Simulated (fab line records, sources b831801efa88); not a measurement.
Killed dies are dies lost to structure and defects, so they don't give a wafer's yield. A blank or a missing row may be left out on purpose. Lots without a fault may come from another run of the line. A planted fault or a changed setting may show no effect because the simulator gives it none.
Problem report in the 8D (eight disciplines) form, filled by code | flow gf180mcu | the parts of the form that need people (team, actions taken, sign-off) are left out

1. THE PROBLEM
heater_power_total_W at GF_TOP_METAL_SOFTBAKE_10 reads a mean of 70.89 W on 2 wafers of 2 lots; wafers without a fault read 56.59 W with a standard deviation of 0.043. That is +99 or more standard deviations from the usual mean.
The step: time 60 s.
First seen on wafer L849.2, day 31 20:17, on litho_track-03. The record holds 18 wafers of 6 lots with a number at this step. Rule for "out", or "out of limits": more than 4 standard deviations from the usual mean. The other wafers with a number count as sound.

2. WHAT IT IS AND WHAT IT IS NOT
question                    | is                                 | is not
which readings at this step | heater_power_total_W, run_length_s | -
which lots                  | L849, L853                         | L836, L845, L848, L857
which wafers of those lots  | L849.2, L853.2                     | L849.5, L849.6, L853.3, L853.5
read on which tools         | litho_track-03                     | litho_track-01, litho_track-02
when                        | from day 31 20:17                  | up to then (11 sound wafers); but 5 sound wafers of L853, L857 came after

3. SUSPECTS, AND WHAT RULES EACH OUT
Counting: a tool at a process step up to the reading stays a suspect if it ran every lot that is out. Sound lots after the first of them don't rule it out here, since some wafers of a struck lot are sound.
- cmp-01 at GF_V5_CMP_26 (polishes, stops on SiO2, t overpolish 15 s, target thk 0 nm): kept. It ran every lot that is out, first L849 (day 31 11:53); its last sound lot up to then is L845 (day 30 14:41).
- litho_track-03 at GF_TOP_METAL_SOFTBAKE_10 (time 60 s): kept. It ran every lot that is out, first L849 (day 31 20:17); its last sound lot up to then is L845 (day 31 00:04). Its own readings are out on those wafers: heater_power_total_W, run_length_s.
Left after counting: cmp-01 at GF_V5_CMP_26, litho_track-03 at GF_TOP_METAL_SOFTBAKE_10.

4. THE CAUSE (what the simulator had put in)
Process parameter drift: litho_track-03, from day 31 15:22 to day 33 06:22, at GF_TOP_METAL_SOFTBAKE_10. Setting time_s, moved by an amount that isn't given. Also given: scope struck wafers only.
Counting left 2 suspects, and this tool is among them.

5. THE CHAIN OF EFFECTS, in route order
Each row: a reading whose mean over the struck wafers that have a number lies more than 3 standard deviations from the usual. Only readings for which the record gives a usual standard deviation are gone through. hours: the time from each lot's start at the first step in this table that gives one to its start at this step, as a median over the lots. sigmas: the change in usual standard deviations.
hours | step                     | reading              | usual   | on struck wafers | change | sigmas
0     | GF_TOP_METAL_SOFTBAKE_10 | heater_power_total_W | 56.59 W | 70.89            | +14.30 | +99 or more
0     | GF_TOP_METAL_SOFTBAKE_10 | run_length_s         | 89.12 s | 59.14            | -29.98 | -99 or more
The process steps in it:
- GF_TOP_METAL_SOFTBAKE_10: time 60 s.
Later measuring or inspecting steps at which every struck wafer that the step has a row for has a number for every such reading, and none has moved that far: GF_TOP_METAL_CD_MEAS_14, GF_TOP_METAL_OVL_MEAS_15.

6. WHAT WOULD HAVE CAUGHT IT SOONER
In this record the first reading out of limits was taken at day 31 20:17, 5 hours after the fault began at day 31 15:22.
